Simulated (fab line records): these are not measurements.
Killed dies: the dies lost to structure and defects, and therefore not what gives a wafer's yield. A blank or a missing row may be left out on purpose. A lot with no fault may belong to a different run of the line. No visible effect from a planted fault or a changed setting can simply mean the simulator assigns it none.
Split-lot experiment | flow sfqLine | route with 325 steps; 5 lots, 17 wafers read

== ON THE SPLIT ==
At SFQ_TRILAYER_L0_LITHO_COAT_010 (resist thk 62 nm), the setting resistThkNm was moved away from the recipe's 62 nm on 4 of the 17 wafers read, by +2.5% to +5.3%. The other wafers ran this setting at the recipe's value.

== FROM THE SPLIT TO THE READING: what the file shows between them, 2 steps ==
- SFQ_TRILAYER_L0_LITHO_PEB_008: peb time 60 s (also split here: pebTempC)
- SFQ_TRILAYER_L0_LITHO_DEVELOP_007: time 60 s

== THE READING ==
etch.depthNm (the simulator's own value, which no gauge read), in nm, at SFQ_TRILAYER_L0_BARC_OPEN_METAL_ETCH_010 (etches BARC in O2, target depth 125 nm, time 41.7 s). There is no usual value for it anywhere in the file. Here, 13 wafers ran the recipe; their average is 62.00 nm with a standard deviation of 0.11 nm.

wafer  | tool, chamber at the split | resistThkNm as run, nm | against the recipe | etch.depthNm, nm | against lot-mates on the recipe
L079.1 | lithoTrack-04, 0           | 62                     | recipe             | 62.19            | -
L079.2 | lithoTrack-04, 0           | 62                     | recipe             | 62.12            | -
L079.5 | lithoTrack-04, 0           | 62                     | recipe             | 62.07            | -
L080.1 | lithoTrack-04, 0           | 62                     | recipe             | 62.02            | -
L080.2 | lithoTrack-04, 0           | 62                     | recipe             | 61.99            | -
L080.3 | lithoTrack-04, 0           | 62                     | recipe             | 61.94            | -
L080.6 | lithoTrack-04, 0           | 62                     | recipe             | 61.94            | -
L080.5 | lithoTrack-04, 0           | 62                     | recipe             | 61.84            | -
L081.1 | lithoTrack-03, 0           | 65.28                  | +5.3%              | 65.15            | +3.11
L081.2 | lithoTrack-03, 0           | 65.28                  | +5.3%              | 65.31            | +3.27
L081.3 | lithoTrack-03, 0           | 62                     | recipe             | 62.15            | -
L081.4 | lithoTrack-03, 0           | 62                     | recipe             | 61.94            | -
L081.5 | lithoTrack-03, 0           | 65.28                  | +5.3%              | 65.25            | +3.20
L083.3 | lithoTrack-04, 0           | 62                     | recipe             | 61.81            | -
L083.6 | lithoTrack-04, 0           | 62                     | recipe             | 62.06            | -
L084.1 | lithoTrack-04, 0           | 63.53                  | +2.5%              | 63.28            | +1.41
L084.4 | lithoTrack-04, 0           | 62                     | recipe             | 61.87            | -

FIT RESULTS
A straight line over all 17 wafers: etch.depthNm changes by +0.608 nm for each +1% of resistThkNm; r = +1.00; the points scatter about the line by 0.12 nm.
The same after taking each lot's own level away (the mean of its wafers on the recipe; 17 wafers): +0.602 nm for each +1%; r = +1.00; scatter 0.081 nm.
According to that fit, moving resistThkNm by its largest amount changes the reading by 3.2 nm.
Measured against the standard deviation above, the lots' own levels, which go from 61.870 to 62.127 nm, span 2.2 times it.
So the lot-to-lot level changes the slope little: the two slopes agree.
Check: with one of the wafers moved furthest among these (+5.3%) left out of the fit, the line predicts +3.21 nm for it against its lot-mates. Against them it came out at +3.11 nm.

== THE OTHER SPLITS THESE WAFERS WENT THROUGH ==
Before the reading, these wafers also passed through other splits. Each is held against what the fit with the lots' levels taken away leaves over:
other split on the same wafers         | wafers away from the commonest value | r with etch.depthNm (lot level and that fit taken away)
SFQ_TRILAYER_L0_LITHO_PEB_008 pebTempC | 4                                    | +0.01

== THE WHOLE CHAIN: every reading that the file lists as answering this split, in the file's order ==
step                                     | what it does                                        | reading                                                                                   | change (the file's fit)               | r (the file's)
SFQ_TRILAYER_L0_LITHO_COAT_010           | resist thk 62 nm                                    | BARC_of_TRILAYER_L0_LITHO_COAT_010.thkNm (the simulator's own value, which no gauge read) | +0.601 nm for each +1% of the setting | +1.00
SFQ_TRILAYER_L0_BARC_OPEN_METAL_ETCH_010 | etches BARC in O2, target depth 125 nm, time 41.7 s | etch.depthNm (the simulator's own value, which no gauge read)                             | +0.601 nm for each +1% of the setting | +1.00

== THE FILE'S OWN FIT ==
etch.depthNm changes by +0.601 nm for each +1% of resistThkNm, r = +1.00.
